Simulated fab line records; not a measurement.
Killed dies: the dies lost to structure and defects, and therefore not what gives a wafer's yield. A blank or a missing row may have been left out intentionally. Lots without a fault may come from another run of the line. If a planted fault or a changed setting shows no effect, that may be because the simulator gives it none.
The tool behind it: which one?    flow gf180mcu    6 lots (18 wafers sampled), 1 step of a 602-step route

## WHAT THE GAUGES READ, wafer by wafer
GF_STI_THK_MEAS_30.
lot   measured     on             STI_OXIDATION_02_THK (nm)
L789  day 2 12:17  film-metro-02  10.02 9.87 9.95
L793  day 3 09:38  film-metro-03  9.95 10.21 10.34
L795  day 3 17:14  film-metro-01  9.91 9.93 10.06
L797  day 4 04:08  film-metro-01  9.88 9.70 9.85
L807  day 6 08:17  film-metro-02  9.61 9.63 9.64
L810  day 6 23:04  film-metro-03  9.88 10.08 10.06

## WHICH TOOL RAN EACH LOT (tool, then ch and the chambers of the sampled wafers, then the start)
The record shows no process step preceding these readings.

## THE ANSWER, worked out from the rows above alone
Rule: usual is defined by the lots themselves. Put in order of their means at a reading, lots are off if they are a third of the lots or fewer, leave a main group of 4 or more, and stand apart from it by a gap of 3 or more times the standard deviation of the main group's means; of several such gaps the widest counts. A main group is skipped when, at the precision printed for the reading in the tables above, its means are all equal. Also off: a lot with no number at a reading for which 4 or more lots have one. Where the step has rows for the other lots, those lots are counted as sound.
No lot is off at any reading shown: from this, nothing can be told.

## WHAT HAD BEEN PUT IN BY THE SIMULATOR
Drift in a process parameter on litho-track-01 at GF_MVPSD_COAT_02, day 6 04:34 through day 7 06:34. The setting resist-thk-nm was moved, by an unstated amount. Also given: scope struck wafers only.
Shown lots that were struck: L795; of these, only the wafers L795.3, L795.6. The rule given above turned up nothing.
